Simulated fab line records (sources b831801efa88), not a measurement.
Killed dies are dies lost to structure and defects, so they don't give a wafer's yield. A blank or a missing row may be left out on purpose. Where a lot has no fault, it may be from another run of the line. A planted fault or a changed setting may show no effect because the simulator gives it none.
Which tool is to blame? | flow gf180mcu | Sampling: 9 lots, 27 wafers, 6 of 602 route steps

WHAT THE GAUGES READ, wafer by wafer
GF_LVPWELL_TW_MEAS_11. Usual: for LVPWELL_TW the level is 559 and the standard deviation is 3.1.
lot  | measured    | on           | LVPWELL_TW     | flag
L259 | day 3 21:07 | filmMetro-04 | 552 554 555    | 
L260 | day 4 00:40 | filmMetro-02 | 554 553 549    | 
L261 | day 4 11:40 | filmMetro-02 | 560 558 554    | 
L262 | day 4 21:25 | filmMetro-02 | 556 556 556    | 
L263 | day 5 03:19 | filmMetro-01 | 560 561 562    | 
L264 | day 5 11:50 | filmMetro-01 | 1043 1041 1045 | OFF
L266 | day 5 16:14 | filmMetro-04 | 1032 1037 1034 | OFF
L265 | day 5 16:34 | filmMetro-01 | 1044 1045 1048 | OFF
L267 | day 5 22:22 | filmMetro-02 | 1047 1040 1046 | OFF

GF_VT_IMPLANT_TW_MEAS_43. Usual: for VT_IMPLANT_4_TW the level is 692 and the standard deviation is 3.8.
lot  | measured     | on           | VT_IMPLANT_4_TW | flag
L259 | day 7 15:07  | filmMetro-01 | 691 694 685     | 
L260 | day 7 21:31  | filmMetro-02 | 687 685 686     | 
L261 | day 8 10:00  | filmMetro-02 | 692 687 688     | 
L262 | day 8 21:39  | filmMetro-02 | 690 692 689     | 
L263 | day 9 04:36  | filmMetro-02 | 691 692 695     | 
L264 | day 9 15:49  | filmMetro-03 | 693 695 695     | 
L266 | day 9 17:58  | filmMetro-03 | 700 693 697     | 
L265 | day 9 19:30  | filmMetro-02 | 687 689 691     | 
L267 | day 10 02:33 | filmMetro-02 | 694 688 694     | 

GF_VT_IMPLANT_RS_MEAS_48: uses a four-point probe to measure. Usual: for LVPWELL_RS the level is 1196 ohm/sq and the standard deviation is 3.3.
lot  | measured     | on           | LVPWELL_RS (ohm/sq) | flag
L259 | day 7 15:34  | filmMetro-04 | 1199 1201 1200      | 
L260 | day 7 21:58  | filmMetro-01 | 1203 1202 1200      | 
L261 | day 8 10:31  | filmMetro-01 | 1196 1199 1201      | 
L262 | day 8 22:07  | filmMetro-01 | 1200 1198 1198      | 
L263 | day 9 05:03  | filmMetro-01 | 1195 1197 1196      | 
L264 | day 9 16:17  | filmMetro-04 | 1511 1513 1506      | OFF
L266 | day 9 18:26  | filmMetro-04 | 1512 1511 1509      | OFF
L265 | day 9 19:57  | filmMetro-04 | 1509 1505 1511      | OFF
L267 | day 10 03:00 | filmMetro-04 | 1508 1509 1509      | OFF

GF_DUAL_GATE_THK_MEAS_03. Usual: for DUAL_GATE_OXIDATION_00_THK the level is 10.83 nm and the standard deviation is 0.2.
lot  | measured     | on           | DUAL_GATE_OXIDATION_00_THK (nm) | flag
L259 | day 7 18:02  | filmMetro-03 | 10.75 11.04 10.81               | 
L260 | day 7 23:58  | filmMetro-03 | 10.71 10.65 10.70               | 
L261 | day 8 12:23  | filmMetro-03 | 10.97 11.21 11.19               | 
L262 | day 9 00:17  | filmMetro-03 | 10.85 10.81 10.93               | 
L263 | day 9 06:55  | filmMetro-04 | 10.73 10.54 10.50               | 
L264 | day 9 18:08  | filmMetro-02 | 11.10 11.29 11.23               | 
L266 | day 9 20:59  | filmMetro-02 | 11.06 10.76 10.85               | 
L265 | day 9 22:25  | filmMetro-02 | 10.95 10.83 11.05               | 
L267 | day 10 04:53 | filmMetro-04 | 10.86 10.83 10.81               | 

WHICH TOOL RAN EACH LOT (tool, then ch and the chambers of the sampled wafers, then the start)
lot  | GF_LVPWELL_IMPLANT_08          | GF_VT_IMPLANT_RTA_45
L259 | implanter-03 ch 0, day 3 20:43 | rtpAnneal-02 ch 0, day 7 15:14
L260 | implanter-03 ch 0, day 4 00:16 | rtpAnneal-01 ch 0, day 7 21:38
L261 | implanter-04 ch 0, day 4 11:17 | rtpAnneal-02 ch 0, day 8 10:10
L262 | implanter-03 ch 0, day 4 21:02 | rtpAnneal-02 ch 0, day 8 21:46
L263 | implanter-03 ch 0, day 5 02:55 | rtpAnneal-02 ch 0, day 9 04:43
L264 | implanter-03 ch 0, day 5 11:26 | rtpAnneal-01 ch 0, day 9 15:56
L266 | implanter-04 ch 0, day 5 15:52 | rtpAnneal-02 ch 0, day 9 18:05
L265 | implanter-03 ch 0, day 5 16:10 | rtpAnneal-01 ch 0, day 9 19:37
L267 | implanter-03 ch 0, day 5 21:58 | rtpAnneal-02 ch 0, day 10 02:40
- GF_LVPWELL_IMPLANT_08
- GF_VT_IMPLANT_RTA_45: time 30 s.

WHAT THE TOOLS THEMSELVES READ (means of the sampled wafers that have a number; where no wafer has one, the mark that the record gives instead)
GF_LVPWELL_IMPLANT_08. Usual: beamOnS 10.02 s, standard deviation 0.2; faradayCurrentUA 84.4, standard deviation 1.7.
lot  | tool         | beamOnS (s) | faradayCurrentUA | flag
L259 | implanter-03 | 10.13       | 83.6             | 
L260 | implanter-03 | 9.96        | 85.0             | 
L261 | implanter-04 | 10.13       | 83.9             | 
L262 | implanter-03 | 10.16       | 83.4             | 
L263 | implanter-03 | 9.86        | 86.0             | 
L264 | implanter-03 | 9.80        | 86.0             | 
L266 | implanter-04 | 9.91        | 85.1             | 
L265 | implanter-03 | 10.06       | 84.2             | 
L267 | implanter-03 | 10.09       | 83.9             | 

GF_VT_IMPLANT_RTA_45. Usual: lampPowerPct 35.9 %, standard deviation 1.5; wafer_temp_C_max 1055.1, standard deviation 1.1.
lot  | tool         | lampPowerPct (%) | wafer_temp_C_max | flag
L259 | rtpAnneal-02 | 34.7             | 1055.2           | 
L260 | rtpAnneal-01 | 37.9             | 1055.1           | 
L261 | rtpAnneal-02 | 34.8             | 1056.1           | 
L262 | rtpAnneal-02 | 34.7             | 1055.3           | 
L263 | rtpAnneal-02 | 34.7             | 1056.7           | 
L264 | rtpAnneal-01 | 37.9             | 1054.2           | 
L266 | rtpAnneal-02 | 34.8             | 1056.5           | 
L265 | rtpAnneal-01 | 37.9             | 1053.4           | 
L267 | rtpAnneal-02 | 34.7             | 1056.2           | 

THE ANSWER, worked out from the rows above alone
Rule: a lot counts as off when the mean over its wafers that have a number is more than 3 standard deviations away from the usual mean. Also off: a lot with no number at a reading for which 4 or more lots have one. Any other lot the step has rows for is counted as sound. After the gauges, taken in route order, come the tools' own readings; for these a lot's mean is taken, as printed above. At the first step where some lot is off, the reading lying furthest off is the one used; lots without a number count as furthest.
Off: L264, L266, L265, L267, at GF_LVPWELL_TW_MEAS_11 (LVPWELL_TW).
If a tool, at a process step before that reading, ran all the lots that are off and no sound lot after the first of them, it fits. Those tools and the gauges at GF_LVPWELL_TW_MEAS_11 are tried in the same way. No candidate that was tried fits.

WHAT WAS PUT IN BY THE SIMULATOR
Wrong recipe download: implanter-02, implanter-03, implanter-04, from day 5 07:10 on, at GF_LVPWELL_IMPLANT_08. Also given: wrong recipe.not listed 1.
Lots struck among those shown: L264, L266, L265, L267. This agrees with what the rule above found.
